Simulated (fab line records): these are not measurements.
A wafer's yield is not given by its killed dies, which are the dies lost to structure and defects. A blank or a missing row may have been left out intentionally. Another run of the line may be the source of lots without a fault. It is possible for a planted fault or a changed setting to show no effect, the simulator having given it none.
Which of the tools did it? || flow gf180mcu || Sampling: 7 lots, 21 wafers, 3 of 602 route steps

## WHAT THE GAUGES SHOWED, per wafer
GF_PASSIVATION_THK_MEAS_03.
{"lot": "L514", "measured": "day 28 06:34", "on": "film metro-02", "PASSIVATION_CVD_02_THK (nm)": "696 701 720"}
{"lot": "L516", "measured": "day 28 19:16", "on": "film metro-03", "PASSIVATION_CVD_02_THK (nm)": "688 699 710"}
{"lot": "L519", "measured": "day 30 01:23", "on": "film metro-03", "PASSIVATION_CVD_02_THK (nm)": "697 713 708"}
{"lot": "L523", "measured": "day 31 04:43", "on": "film metro-02", "PASSIVATION_CVD_02_THK (nm)": "702 707 713"}
{"lot": "L526", "measured": "day 32 05:59", "on": "film metro-04", "PASSIVATION_CVD_02_THK (nm)": "694 702 713"}
{"lot": "L531", "measured": "day 33 09:43", "on": "film metro-04", "PASSIVATION_CVD_02_THK (nm)": "692 715 722"}
{"lot": "L536", "measured": "day 34 06:39", "on": "film metro-03", "PASSIVATION_CVD_02_THK (nm)": "700 698 711"}

## WHICH TOOL RAN EACH LOT (tool, then ch and the chambers of the sampled wafers, then the start)
{"lot": "L514", "GF_V1_SPUTTER_22": "pvd sputter-01, day 18 10:55", "GF_TOP_METAL_SPUTTER_02": "pvd sputter-02, day 27 10:00"}
{"lot": "L516", "GF_V1_SPUTTER_22": "pvd sputter-01, day 19 01:30", "GF_TOP_METAL_SPUTTER_02": "pvd sputter-03, day 27 22:22"}
{"lot": "L519", "GF_V1_SPUTTER_22": "pvd sputter-01, day 20 12:40", "GF_TOP_METAL_SPUTTER_02": "pvd sputter-02, day 29 05:14"}
{"lot": "L523", "GF_V1_SPUTTER_22": "pvd sputter-04, day 22 03:19", "GF_TOP_METAL_SPUTTER_02": "pvd sputter-01, day 30 09:53"}
{"lot": "L526", "GF_V1_SPUTTER_22": "pvd sputter-01, day 23 11:01", "GF_TOP_METAL_SPUTTER_02": "pvd sputter-01, day 31 11:23"}
{"lot": "L531", "GF_V1_SPUTTER_22": "pvd sputter-04, day 24 22:34", "GF_TOP_METAL_SPUTTER_02": "pvd sputter-02, day 32 16:21"}
{"lot": "L536", "GF_V1_SPUTTER_22": "pvd sputter-04, day 26 02:54", "GF_TOP_METAL_SPUTTER_02": "pvd sputter-01, day 33 14:02"}
- GF_V1_SPUTTER_22: material TiN, target thk 10 nm, time 40 s.
- GF_TOP_METAL_SPUTTER_02: material AlCu, target thk 900 nm, time 47.82 s.

## THE ANSWER, worked out from the rows above alone
Rule: what is usual is taken from the lots themselves. Put in order of their means at a reading, lots are off if they are a third of the lots or fewer, leave a main group of 4 or more, and stand apart from it by a gap of 3 or more times the standard deviation of the main group's means; of several such gaps the widest counts. Not used: any main group whose means are identical at the precision the tables above print for the reading. A lot without any number at a reading at which 4 lots or more have one is off too. The other lots that the step has rows for count as sound.
None of the lots is off at any reading shown; this tells nothing.

## WHAT WAS PUT IN BY THE SIMULATOR
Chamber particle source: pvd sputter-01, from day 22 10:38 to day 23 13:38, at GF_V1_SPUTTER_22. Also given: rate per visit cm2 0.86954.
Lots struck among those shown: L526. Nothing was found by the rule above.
